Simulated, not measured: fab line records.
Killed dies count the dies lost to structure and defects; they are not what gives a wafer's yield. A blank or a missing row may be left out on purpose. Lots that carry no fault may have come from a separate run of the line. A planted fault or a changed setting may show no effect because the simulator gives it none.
fab line records ; flow gf180mcu
record lots=13; wafers=39; last-day=34
route steps=602 shown SALICIDE@284 CONTACT@289
lots with no fault: from the same line, run without faults
start-h: start of the lot's first displayed wafer, in hours after the record's first day ; wait-h: hours since the lot's step before ; " same as the row above ; L1.1+2: a single row standing in for several wafers ; - no value present, or no start provided ; * or withheld: withheld ; < > ~ a bound
route shown NAME@n: NAME is a module with steps in the file, n the number in the route of the first one ; usual: average and standard deviation across the fault-free wafers ; same: alike in all rows ; chamber/n: place in a boat ; sites: the reading at each site ; _std_site: standard deviation of those values ; _edge_site: outer sites' mean less inner sites' ; radius-mm: for every site, how far away it sits from the centre of the wafer ; mask NAME#n: copy n ; behind: tool/chamber where the wafer was last shaped ; hold: reason for holding the lot/hours on hold/outcome of the hold ; device: names the non-switching transistor (n, p or np) ; end of line: at the end of the route, the tests of the same wafers ; step lacking rows: just its recipe ; killed: dies lost to structure and defects at the first sort, not the wafer's yield ; map: dies across one wafer; x = killed, . = not, _ = none there
set.NAME: the setting the step ran with; set.NAME@STEP: the setting that earlier step ran with ; model.NAME: the simulator's own value behind a step, which no gauge read
steps of the route over a sample of lots; a table a step, a row a wafer
services: when a tool's chamber went out of use (start-h, in hours from the record's first day, below 0 if earlier), for how many hours, and the reason
## steps
# step GF_SALICIDE_RTA_06
# recipe temp-c=530; time-s=30; ambient=N2
# usual lamp-power-pct=5.69/0.16; wafer_temp_C_max=532.0/0.44
lot.wafer;tool;chamber;start-h;wait-h;lamp-power-pct;wafer_temp_C_max
L969.1;rtp-anneal-02;0;338.42;0.1;5.55;532.8
L969.2;rtp-anneal-02;0;338.42;0.1;5.55;532.4
L969.6;rtp-anneal-02;0;338.42;0.1;5.54;532.1
L970.2;rtp-anneal-01;0;344.62;0.1;5.87;531.6
L970.4;rtp-anneal-01;0;344.62;0.1;5.87;531.1
L970.5;rtp-anneal-01;0;344.62;0.1;5.87;530.7
L971.4;rtp-anneal-02;0;359.22;0.1;5.54;531.7
L971.5;rtp-anneal-02;0;359.22;0.1;5.54;532.2
L971.6;rtp-anneal-02;0;359.22;0.1;5.54;532.2
L972.2;rtp-anneal-01;0;364.17;0.1;5.86;532.4
L972.3;rtp-anneal-01;0;364.17;0.1;5.86;532.6
L972.6;rtp-anneal-01;0;364.17;0.1;5.87;532.5
L973.1;rtp-anneal-01;0;373.87;0.1;5.87;531.6
L973.2;rtp-anneal-01;0;373.87;0.1;5.87;532.2
L973.6;rtp-anneal-01;0;373.87;0.1;5.86;531.6
L974.1;rtp-anneal-02;0;384.16;0.1;5.55;533.1
L974.3;rtp-anneal-02;0;384.16;0.1;5.55;532.0
L974.4;rtp-anneal-02;0;384.16;0.1;5.54;532.5
L975.1;rtp-anneal-01;0;386.00;0.1;5.87;532.7
L975.3;rtp-anneal-01;0;386.00;0.1;5.88;532.5
L975.4;rtp-anneal-01;0;386.00;0.1;5.86;532.5
L977.1;rtp-anneal-01;0;407.69;0.1;5.87;531.9
L977.5;rtp-anneal-01;0;407.69;0.1;5.87;532.2
L977.6;rtp-anneal-01;0;407.69;0.1;5.86;531.9
L980.1;rtp-anneal-01;0;438.65;0.1;5.86;531.4
L980.2;rtp-anneal-01;0;438.65;0.1;5.87;531.7
L980.3;rtp-anneal-01;0;438.65;0.1;5.86;532.1
L989.1;rtp-anneal-02;0;513.64;0.1;5.55;532.0
L989.4;rtp-anneal-02;0;513.64;0.1;5.54;532.2
L989.5;rtp-anneal-02;0;513.64;0.1;5.55;532.3
L990.1;rtp-anneal-02;0;517.72;0.1;5.54;532.1
L990.4;rtp-anneal-02;0;517.72;0.1;5.55;532.2
L990.5;rtp-anneal-02;0;517.72;0.1;5.55;532.4
L991.2;rtp-anneal-01;0;525.20;0.1;5.86;531.6
L991.4;rtp-anneal-01;0;525.20;0.1;5.86;531.6
L991.5;rtp-anneal-01;0;525.20;0.1;5.86;532.6
L992.2;rtp-anneal-02;0;542.34;0.1;5.54;531.2
L992.3;rtp-anneal-02;0;542.34;0.1;5.54;532.2
L992.6;rtp-anneal-02;0;542.34;0.1;5.55;531.3
# step GF_CONTACT_CVD_02
# recipe material=SiO2; target-thk-nm=860; precursor=TEOS; temp-c=400; time-s=95.992; rf-w=600
# usual heater-power-w=629/140
lot.wafer;tool;chamber;start-h;wait-h;heater-power-w
L969.1;pecvd-04;0;338.91;0.1;768
L969.2;pecvd-04;2;338.91;0.1;478
L969.6;pecvd-04;2;338.91;0.1;514
L970.2;pecvd-04;1;345.03;0.0;443
L970.4;pecvd-04;1;345.03;0.0;505
L970.5;pecvd-04;0;345.03;0.0;729
L971.4;pecvd-02;0;359.60;0.1;726
L971.5;pecvd-02;2;359.60;0.1;408
L971.6;pecvd-02;1;359.60;0.1;899
L972.2;pecvd-03;2;364.55;0.0;768
L972.3;pecvd-03;0;364.55;0.0;711
L972.6;pecvd-03;1;364.55;0.0;497
L973.1;pecvd-03;1;374.27;0.1;527
L973.2;pecvd-03;0;374.27;0.1;708
L973.6;pecvd-03;1;374.27;0.1;418
L974.1;pecvd-02;0;384.65;0.1;706
L974.3;pecvd-02;1;384.65;0.1;869
L974.4;pecvd-02;0;384.65;0.1;568
L975.1;pecvd-04;2;386.51;0.1;462
L975.3;pecvd-04;1;386.51;0.1;548
L975.4;pecvd-04;0;386.51;0.1;632
L977.1;pecvd-03;1;408.09;0.1;532
L977.5;pecvd-03;1;408.09;0.1;414
L977.6;pecvd-03;0;408.09;0.1;600
L980.1;pecvd-04;0;439.05;0.1;680
L980.2;pecvd-04;2;439.05;0.1;511
L980.3;pecvd-04;1;439.05;0.1;571
L989.1;pecvd-03;1;514.03;0.1;413
L989.4;pecvd-03;2;514.03;0.1;611
L989.5;pecvd-03;0;514.03;0.1;624
L990.1;pecvd-04;0;518.12;0.1;791
L990.4;pecvd-04;1;518.12;0.1;584
L990.5;pecvd-04;0;518.12;0.1;638
L991.2;pecvd-02;0;525.58;0.0;654
L991.4;pecvd-02;2;525.58;0.0;526
L991.5;pecvd-02;0;525.58;0.0;696
L992.2;pecvd-04;2;542.72;0.0;522
L992.3;pecvd-04;1;542.72;0.0;529
L992.6;pecvd-04;0;542.72;0.0;619
# step GF_CONTACT_EXPOSE_11
# recipe mask-id=Contact; target-cd-nm=220; na=0.68; source-shape=conventional; sigma-outer=0.6; dose-mj=38
# usual exposure-dose-mJ-cm2=37.99/0.039; stage-vel-mm-s=500.03/0.25
lot.wafer;tool;chamber;start-h;wait-h;mask;exposure-dose-mJ-cm2;stage-vel-mm-s
L969.1;krf-scanner-02;0;349.77;-;Contact#0;37.99;499.97
L969.2;krf-scanner-02;0;349.77;-;Contact#0;37.95;499.83
L969.6;krf-scanner-02;0;349.77;-;Contact#0;37.97;500.24
L970.2;krf-scanner-01;0;357.36;-;Contact#0;37.99;500.17
L970.4;krf-scanner-01;0;357.36;-;Contact#0;38.02;500.22
L970.5;krf-scanner-01;0;357.36;-;Contact#0;38.01;500.08
L971.4;krf-scanner-02;0;371.18;-;Contact#0;37.92;500.23
L971.5;krf-scanner-02;0;371.18;-;Contact#0;37.95;500.22
L971.6;krf-scanner-02;0;371.18;-;Contact#0;37.99;500.81
L972.2;krf-scanner-02;0;376.26;-;Contact#0;38.06;500.09
L972.3;krf-scanner-02;0;376.26;-;Contact#0;38.04;500.27
L972.6;krf-scanner-02;0;376.26;-;Contact#0;38.02;500.15
L973.1;krf-scanner-02;0;386.21;-;Contact#0;37.99;499.78
L973.2;krf-scanner-02;0;386.21;-;Contact#0;37.96;500.24
L973.6;krf-scanner-02;0;386.21;-;Contact#0;37.98;500.02
L974.1;krf-scanner-01;0;396.72;-;Contact#0;38.03;500.03
L974.3;krf-scanner-01;0;396.72;-;Contact#0;38.06;500.07
L974.4;krf-scanner-01;0;396.72;-;Contact#0;37.98;500.02
L975.1;krf-scanner-01;0;398.65;-;Contact#0;37.98;499.72
L975.3;krf-scanner-01;0;398.65;-;Contact#0;37.96;499.76
L975.4;krf-scanner-01;0;398.65;-;Contact#0;38.00;499.94
L977.1;krf-scanner-02;0;420.37;-;Contact#0;38.04;500.12
L977.5;krf-scanner-02;0;420.37;-;Contact#0;37.94;499.98
L977.6;krf-scanner-02;0;420.37;-;Contact#0;37.98;500.02
L980.1;krf-scanner-02;0;451.97;-;Contact#0;38.08;500.18
L980.2;krf-scanner-02;0;451.97;-;Contact#0;38.02;499.49
L980.3;krf-scanner-02;0;451.97;-;Contact#0;38.04;499.95
L989.1;krf-scanner-01;0;526.51;-;Contact#0;40.10;500.41
L989.4;krf-scanner-01;0;526.51;-;Contact#0;40.08;500.14
L989.5;krf-scanner-01;0;526.51;-;Contact#0;40.00;500.51
L990.1;krf-scanner-01;0;529.95;-;Contact#0;40.16;500.17
L990.4;krf-scanner-01;0;529.95;-;Contact#0;40.08;500.13
L990.5;krf-scanner-01;0;529.95;-;Contact#0;40.16;500.00
L991.2;krf-scanner-02;0;537.89;-;Contact#0;37.99;499.98
L991.4;krf-scanner-02;0;537.89;-;Contact#0;38.03;500.13
L991.5;krf-scanner-02;0;537.89;-;Contact#0;37.98;500.14
L992.2;krf-scanner-02;0;554.71;-;Contact#0;37.92;500.34
L992.3;krf-scanner-02;0;554.71;-;Contact#0;37.96;500.24
L992.6;krf-scanner-02;0;554.71;-;Contact#0;37.97;499.90
# step GF_CONTACT_CD_MEAS_14
# recipe target-cd-nm=220
# usual cd-nm=219.9/1.3
lot.wafer;tool;chamber;start-h;wait-h;cd-nm
L969.1;cd-sem-01;-;361.21;0.1;220.9
L969.2;cd-sem-01;-;361.21;0.1;219.7
L969.6;cd-sem-01;-;361.21;0.1;220.5
L970.2;cd-sem-02;-;368.03;0.1;218.6
L970.4;cd-sem-02;-;368.03;0.1;219.7
L970.5;cd-sem-02;-;368.03;0.1;219.1
L971.4;cd-sem-01;-;382.42;0.1;219.1
L971.5;cd-sem-01;-;382.42;0.1;219.5
L971.6;cd-sem-01;-;382.42;0.1;220.3
L972.2;cd-sem-01;-;387.61;0.1;221.8
L972.3;cd-sem-01;-;387.61;0.1;223.2
L972.6;cd-sem-01;-;387.61;0.1;223.4
L973.1;cd-sem-01;-;397.55;0.1;220.4
L973.2;cd-sem-01;-;397.55;0.1;219.3
L973.6;cd-sem-01;-;397.55;0.1;219.6
L974.1;cd-sem-01;-;408.34;0.1;220.0
L974.3;cd-sem-01;-;408.34;0.1;220.9
L974.4;cd-sem-01;-;408.34;0.1;220.7
L975.1;cd-sem-01;-;410.44;0.1;220.1
L975.3;cd-sem-01;-;410.44;0.1;220.8
L975.4;cd-sem-01;-;410.44;0.1;219.1
L977.1;cd-sem-01;-;432.14;0.1;219.5
L977.5;cd-sem-01;-;432.14;0.1;218.9
L977.6;cd-sem-01;-;432.14;0.1;220.4
L980.1;cd-sem-01;-;464.34;0.1;218.9
L980.2;cd-sem-01;-;464.34;0.1;218.7
L980.3;cd-sem-01;-;464.34;0.1;218.5
L989.1;cd-sem-02;-;537.77;0.1;227.2
L989.4;cd-sem-02;-;537.77;0.1;230.0
L989.5;cd-sem-02;-;537.77;0.1;228.2
L990.1;cd-sem-02;-;541.15;0.1;227.9
L990.4;cd-sem-02;-;541.15;0.1;228.3
L990.5;cd-sem-02;-;541.15;0.1;228.5
L991.2;cd-sem-01;-;548.48;0.1;219.3
L991.4;cd-sem-01;-;548.48;0.1;218.2
L991.5;cd-sem-01;-;548.48;0.1;219.0
L992.2;cd-sem-02;-;565.52;0.2;218.7
L992.3;cd-sem-02;-;565.52;0.2;220.2
L992.6;cd-sem-02;-;565.52;0.2;220.0
# step GF_CONTACT_ETCH_16
# recipe chemistry=N2/H2; target-depth-a=withheld; overetch-a=withheld; time-s=withheld; target=BARC; ion-energy-ev=200; source-w=500; bias-w=100; pressure-mtorr=30; n2-flow-sccm=100; h2-flow-sccm=200
# usual drypump-motor-current-A=5.6/0.48; oes-product-au=0.854/0.0055; throttle-valve-pct=13.226/0.0094
lot.wafer;tool;chamber;start-h;wait-h;drypump-motor-current-A;oes-product-au;throttle-valve-pct
L969.1;rie-diel-02;2;361.37;0.0;6.1;0.861;13.234
L969.2;rie-diel-02;1;361.37;0.0;5.7;0.863;13.222
L969.6;rie-diel-02;0;361.37;0.0;6.3;0.853;13.232
L970.2;rie-diel-01;1;368.17;0.0;4.9;0.862;13.221
L970.4;rie-diel-01;2;368.17;0.0;5.1;0.853;13.210
L970.5;rie-diel-01;1;368.17;0.0;4.9;0.863;13.241
L971.4;rie-diel-03;3;382.52;0.0;5.2;0.862;13.218
L971.5;rie-diel-03;0;382.52;0.0;5.9;0.853;13.215
L971.6;rie-diel-03;3;382.52;0.0;5.2;0.848;13.240
L972.2;rie-diel-01;0;387.75;0.0;4.8;0.848;13.219
L972.3;rie-diel-01;3;387.75;0.0;5.5;0.846;13.219
L972.6;rie-diel-01;3;387.75;0.0;5.5;0.853;13.232
L973.1;rie-diel-01;0;397.70;0.0;4.8;0.848;13.226
L973.2;rie-diel-01;1;397.70;0.0;4.9;0.858;13.234
L973.6;rie-diel-01;1;397.70;0.0;4.9;0.857;13.218
L974.1;rie-diel-03;0;408.50;0.0;5.9;0.857;13.218
L974.3;rie-diel-03;2;408.50;0.0;5.9;0.863;13.235
L974.4;rie-diel-03;1;408.50;0.0;6.1;0.863;13.244
L975.1;rie-diel-03;1;410.60;0.0;6.1;0.858;13.224
L975.3;rie-diel-03;0;410.60;0.0;5.9;0.856;13.210
L975.4;rie-diel-03;2;410.60;0.0;5.9;0.864;13.236
L977.1;rie-diel-03;0;432.30;0.0;5.9;0.866;13.233
L977.5;rie-diel-03;3;432.30;0.0;5.2;0.855;13.215
L977.6;rie-diel-03;2;432.30;0.0;5.8;0.855;13.231
L980.1;rie-diel-01;2;464.50;0.0;5.1;0.855;13.220
L980.2;rie-diel-01;0;464.50;0.0;4.8;0.854;13.227
L980.3;rie-diel-01;3;464.50;0.0;5.5;0.859;13.224
L989.1;rie-diel-03;3;537.92;0.0;5.2;0.847;13.236
L989.4;rie-diel-03;2;537.92;0.0;5.8;0.859;13.222
L989.5;rie-diel-03;1;537.92;0.0;6.1;0.853;13.200
L990.1;rie-diel-01;3;541.30;0.0;5.5;0.856;13.239
L990.4;rie-diel-01;2;541.30;0.0;5.1;0.848;13.222
L990.5;rie-diel-01;3;541.30;0.0;5.5;0.852;13.200
L991.2;rie-diel-02;2;548.61;0.0;6.1;0.855;13.217
L991.4;rie-diel-02;1;548.61;0.0;5.8;0.850;13.224
L991.5;rie-diel-02;3;548.61;0.0;5.6;0.863;13.216
L992.2;rie-diel-01;2;565.65;0.0;5.1;0.853;13.219
L992.3;rie-diel-01;3;565.65;0.0;5.5;0.856;13.225
L992.6;rie-diel-01;0;565.65;0.0;4.8;0.858;13.227
## services
tool;chamber;start-h;hours;kind
krf-scanner-01;-;316.91;0.8;pm
krf-scanner-01;-;327.56;21.0;pm
rie-diel-01;-;332.28;2.8;pm
krf-scanner-02;-;346.14;0.6;repair
krf-scanner-01;-;348.56;4.0;pm
krf-scanner-02;-;352.58;1.0;pm
krf-scanner-01;-;356.83;0.5;repair
pecvd-04;-;368.88;14.0;pm
rie-diel-03;-;388.63;2.8;pm
pecvd-04;0;398.69;3.2;repair
rie-diel-01;2;433.82;1.4;repair
rie-diel-01;-;436.69;0.3;repair
krf-scanner-02;-;441.46;3.6;pm
krf-scanner-01;-;456.44;0.4;repair
krf-scanner-02;-;458.80;0.8;pm
rtp-anneal-01;-;460.41;60.2;pm
rie-diel-01;0;474.97;1.7;repair
krf-scanner-02;-;488.25;1.3;pm
pecvd-04;-;502.34;1.2;repair
krf-scanner-02;-;511.48;1.0;pm
pecvd-04;-;526.06;2.9;repair
pecvd-04;-;526.54;0.7;repair
rie-diel-01;-;535.24;0.9;repair
krf-scanner-02;-;562.94;0.4;repair
## key
first-sign step=GF_CONTACT_EXPOSE_11; reading=exposure-dose-mJ-cm2; direction=up; sigmas=54; usual=37.99; struck=40.10
effect step=GF_CONTACT_CD_MEAS_14; reading=cd-nm; direction=up; sigmas=6.5; usual=219.9; struck=228.3
met-at GF_CONTACT_EXPOSE_11
struck-lots L989,L990
tester-left-out L989,L990
not-acting-at GF_SALICIDE_RTA_06,GF_CONTACT_CVD_02,GF_CONTACT_ETCH_16
onset-between 398.65 526.51
fault kind=process-parameter-drift; tool=krf-scanner-01; chamber=-; onset-h=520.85; steps=GF_CONTACT_EXPOSE_11; channel=dose-mj; offset=2.0828; shape=step; acts-in=these-recipes-only; stated=38
# tester-left-out: of these lots the tester's yield and bins aren't shown, on N5 and GAA mostly nor the transistor test; their killed dies are dies lost to structure and defects alone, not to doping, threshold or leakage, so they don't give the yield
